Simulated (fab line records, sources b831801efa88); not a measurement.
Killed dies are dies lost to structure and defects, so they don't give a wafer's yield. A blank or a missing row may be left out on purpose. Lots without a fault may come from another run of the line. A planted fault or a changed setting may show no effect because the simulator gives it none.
Which tool did it? | flow gf180mcu | 13 lots, 39 wafers sampled, at 2 steps of a route of 602

WHAT THE GAUGES READ, wafer by wafer
GF_SAB_THK_MEAS_01. Usual: SAB_CVD_00_THK 50.1 nm, standard deviation 0.77.
lot  | measured     | on            | SAB_CVD_00_THK (nm)           | flag
L360 | day 14 08:11 | film_metro-04 | 49.6 50.3 50.4                |
L361 | day 14 20:16 | film_metro-02 | 50.3 49.5 51.0                |
L364 | day 16 01:32 | film_metro-03 | 49.5 49.6 50.1                |
L365 | day 16 16:14 | film_metro-02 | 49.9 50.5 51.4                |
L366 | day 16 23:59 | film_metro-04 | 50.4 50.4 50.7                |
L368 | day 17 17:50 | film_metro-03 | 50.2 49.8 49.8                |
L369 | day 17 23:14 | film_metro-03 | 50.2 50.0 50.3                |
L370 | day 18 08:40 | film_metro-02 | 49.7 51.0 51.9                |
L371 | day 18 11:00 | film_metro-04 | 48.3 49.4 49.3                |
L373 | day 19 05:44 | film_metro-02 | 48.8 50.3 50.2                |
L378 | day 20 20:47 | film_metro-04 | 52.3 50.6 50.5 52.4 50.6 50.5 |
L379 | day 21 14:55 | film_metro-03 | 52.7 51.3 50.5 52.6 51.3 50.5 |
L382 | day 22 08:35 | film_metro-03 | 48.7 49.4 50.1                |

WHICH TOOL RAN EACH LOT (tool, then ch and the chambers of the sampled wafers, then the start)
lot  | GF_SAB_CVD_00
L360 | pecvd-01 ch 1,2, day 14 08:10
L361 | pecvd-02 ch 0,1, day 14 20:15
L364 | pecvd-01 ch 0,2, day 16 01:31
L365 | pecvd-02 ch 1,2, day 16 16:11
L366 | pecvd-03 ch 1,2, day 16 23:58
L368 | pecvd-02 ch 0,1,2, day 17 17:49
L369 | pecvd-01 ch 0,1,2, day 17 23:13
L370 | pecvd-03 ch 0,2, day 18 08:38
L371 | pecvd-01 ch 0,2, day 18 10:58
L373 | pecvd-01 ch 1,2, day 19 05:41
L378 | pecvd-03 ch 0,1,2, day 20 20:46
L379 | pecvd-03 ch 0,1,2, day 21 14:54
L382 | pecvd-02 ch 0,1,2, day 22 08:34
- GF_SAB_CVD_00: deposits SiO2 from TEOS, target thk 50 nm, time 4.9302 s.

WHAT THE TOOLS THEMSELVES READ (means of the sampled wafers that have a number; where no wafer has one, the mark that the record gives instead)
GF_SAB_CVD_00. Usual: heater_power_w 694 W, standard deviation 100.
lot  | tool     | heater_power_w (W) | flag
L360 | pecvd-01 | 752                |
L361 | pecvd-02 | 680                |
L364 | pecvd-01 | 890                |
L365 | pecvd-02 | 839                |
L366 | pecvd-03 | 670                |
L368 | pecvd-02 | 765                |
L369 | pecvd-01 | 748                |
L370 | pecvd-03 | 608                |
L371 | pecvd-01 | 840                |
L373 | pecvd-01 | 637                |
L378 | pecvd-03 | 668                |
L379 | pecvd-03 | 671                |
L382 | pecvd-02 | 705                |

THE ANSWER, worked out from the rows above alone
Rule: a lot is off if the mean of its wafers that have a number lies more than 3 standard deviations from the usual mean. A lot without any number at a reading at which 4 lots or more have one is off too. The other lots that the step has rows for count as sound. The gauges are gone through in route order, then the tools' own readings, and for those a lot's mean is taken as printed above. The first step at which some lot is off is used, and at that step the reading that is off furthest; a lot without a number counts as furthest.
No lot is off at any reading shown: from this, nothing can be told.

WHAT THE SIMULATOR HAD PUT IN
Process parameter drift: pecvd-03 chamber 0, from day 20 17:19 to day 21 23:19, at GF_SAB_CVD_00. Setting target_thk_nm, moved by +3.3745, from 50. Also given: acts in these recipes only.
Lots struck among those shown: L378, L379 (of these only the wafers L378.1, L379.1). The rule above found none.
